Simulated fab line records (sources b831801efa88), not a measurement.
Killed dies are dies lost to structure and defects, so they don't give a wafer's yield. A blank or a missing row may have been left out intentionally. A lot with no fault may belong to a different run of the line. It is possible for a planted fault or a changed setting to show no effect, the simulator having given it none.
Chamber matching | flow gf180mcu | GF_V3_CMP_26 on cmp-01: 4 sister chambers
The step polishes, stops on SiO2, t overpolish 15 s, target thk 0 nm. 4 wafers are shown with their chamber, then 8 later ones without.

WAFERS PAIRED WITH THEIR CHAMBERS
wafer  | chamber | motorCurrentA (A)
L121.1 | 0       | 11.7
L124.1 | 2       | 12.8
L124.6 | 3       | 11.2
L127.2 | 1       | 8.9

WAFERS WHOSE CHAMBER IS MISSING
wafer  | motorCurrentA (A)
L127.4 | 12.8
L127.6 | 12.3
L128.2 | 12.2
L128.3 | 11.8
L128.4 | 9.3
L129.1 | 12.4
L129.2 | 11.7
L129.6 | 12.7

WHICH CHAMBER EACH WENT THROUGH
wafer  | from the rows above          | in truth
L127.4 | 2                            | 2
L127.6 | can't be placed: 2 or 0 or 3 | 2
L128.2 | can't be placed: 0 or 2 or 3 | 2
L128.3 | can't be placed: 0 or 3      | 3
L128.4 | 1                            | 1
L129.1 | can't be placed: 2 or 0      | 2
L129.2 | can't be placed: 0 or 3      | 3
L129.6 | 2                            | 2
3 of 8 placed correctly. Not placeable from these rows: 5 (in 5, the candidates include the true chamber). Wrongly placed: 0.
How it was worked out, from the rows above alone: a wafer's distance from a chamber is the root of the sum, over the readings, of the square of ((its reading less the chamber's mean) divided by the reading's scatter). If the next closest chamber is less than 2 further off than the closest, the wafer can't be placed; otherwise it belongs to the closest. A chamber's mean is the mean of its shown wafers. The scatter: with one shown wafer a chamber, the root of the mean of the squares of how far each hidden wafer lies from its nearest shown one.
